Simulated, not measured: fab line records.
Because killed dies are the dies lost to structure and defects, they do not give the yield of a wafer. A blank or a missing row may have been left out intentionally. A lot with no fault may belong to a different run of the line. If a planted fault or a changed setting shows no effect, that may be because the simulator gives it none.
Split-lot experiment | flow sky130 | 5 lots, 23 wafers read, on a route of 708 steps

== SPLIT DETAILS ==
At SKY_VT_ADJUST_NCORE_COAT_02 (resist thk 1140 nm), the setting resistThkNm was moved away from the recipe's 1140 nm on 10 of the 23 wafers read, by -3.9% to +5.5%. The other wafers ran this setting at the recipe's value.

The reading comes from the split's own step.

== THE READING ==
NOVOLAK_of_VT_ADJUST_NCORE_COAT_02.thkNm (the simulator's own value, which no gauge read), in nm, at SKY_VT_ADJUST_NCORE_COAT_02 (resist thk 1140 nm). The file gives no usual value for it. The 13 wafers here that ran the recipe average 1139 nm, standard deviation 1.7 nm.

wafer  | tool, chamber at the split | resistThkNm as run, nm | against the recipe | NOVOLAK_of_VT_ADJUST_NCORE_COAT_02.thkNm, nm | against lot-mates on the recipe
L076.2 | lithoTrack-02, 0           | 1140                   | recipe             | 1141                                         | -
L076.4 | lithoTrack-02, 0           | 1140                   | recipe             | 1137                                         | -
L076.5 | lithoTrack-02, 0           | 1140                   | recipe             | 1137                                         | -
L077.1 | lithoTrack-04, 0           | 1140                   | recipe             | 1140                                         | -
L077.2 | lithoTrack-04, 0           | 1095                   | -3.9%              | 1095                                         | -44
L077.4 | lithoTrack-04, 0           | 1095                   | -3.9%              | 1094                                         | -44
L077.5 | lithoTrack-04, 0           | 1095                   | -3.9%              | 1093                                         | -46
L077.6 | lithoTrack-04, 0           | 1140                   | recipe             | 1137                                         | -
L082.1 | lithoTrack-01, 0           | 1140                   | recipe             | 1141                                         | -
L082.2 | lithoTrack-01, 0           | 1096                   | -3.9%              | 1093                                         | -46
L082.3 | lithoTrack-01, 0           | 1140                   | recipe             | 1137                                         | -
L082.4 | lithoTrack-01, 0           | 1096                   | -3.9%              | 1097                                         | -42
L082.6 | lithoTrack-01, 0           | 1096                   | -3.9%              | 1094                                         | -45
L083.1 | lithoTrack-02, 0           | 1140                   | recipe             | 1141                                         | -
L083.2 | lithoTrack-02, 0           | 1140                   | recipe             | 1137                                         | -
L083.3 | lithoTrack-02, 0           | 1140                   | recipe             | 1139                                         | -
L083.4 | lithoTrack-02, 0           | 1101                   | -3.4%              | 1098                                         | -41
L083.6 | lithoTrack-02, 0           | 1101                   | -3.4%              | 1100                                         | -39
L084.1 | lithoTrack-01, 0           | 1140                   | recipe             | 1136                                         | -
L084.2 | lithoTrack-01, 0           | 1203                   | +5.5%              | 1204                                         | +66
L084.3 | lithoTrack-01, 0           | 1140                   | recipe             | 1139                                         | -
L084.5 | lithoTrack-01, 0           | 1140                   | recipe             | 1139                                         | -
L084.6 | lithoTrack-01, 0           | 1203                   | +5.5%              | 1200                                         | +62

THE FIT
A straight line over all 23 wafers: NOVOLAK_of_VT_ADJUST_NCORE_COAT_02.thkNm changes by +11.4 nm for each +1% of resistThkNm; r = +1.00; the points scatter about the line by 1.7 nm.
The same after taking each lot's own level away (the mean of its wafers on the recipe; 23 wafers): +11.5 nm for each +1%; r = +1.00; scatter 1.7 nm.
The reading moves by 64 nm for the largest change in resistThkNm, on that fit.
The lots' own levels span 1138.0 to 1139.0 nm, that is 0.6 times the standard deviation above.
The two slopes agree, so the slope changes little with the lot-to-lot level.
Check: +62.7 nm against its lot-mates is what the line predicts for one of the wafers moved furthest among these (+5.5%) when that wafer is left out of the fit. It came out at +66 nm against them.

== OTHER SPLITS APPLIED TO THESE WAFERS ==
Note: prior to the reading, these wafers also went through further splits. Each is held against what the fit with the lots' levels taken away leaves over:
other split on the same wafers     | wafers away from the commonest value | r with NOVOLAK_of_VT_ADJUST_NCORE_COAT_02.thkNm (lot level and that fit taken away)
SKY_FIELD_ISO_OXIDATION_01 oxTimeS | 15                                   | +0.15
SKY_FIELD_ISO_CVD_03 pressureMtorr | 15                                   | -0.13
SKY_FIELD_ISO_ETCH_15 biasW        | 12                                   | -0.03
SKY_FIELD_ISO_OXIDATION_22 oxTimeS | 15                                   | +0.09
SKY_FIELD_ISO_WET_ETCH_29 timeS    | 15                                   | -0.14
SKY_NWELL_IMPLANT_11 energyKev     | 10                                   | -0.20
SKY_NWELL_COAT_18 spinRpm          | 10                                   | +0.41
SKY_NWELL_IMPLANT_24 energyKev     | 4                                    | +0.07
SKY_VT_ADJUST_LVTN_COAT_13 spinRpm | 12                                   | -0.38

== FILE'S OWN FIT ==
NOVOLAK_of_VT_ADJUST_NCORE_COAT_02.thkNm changes by +11.5 nm for each +1% of resistThkNm, r = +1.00.
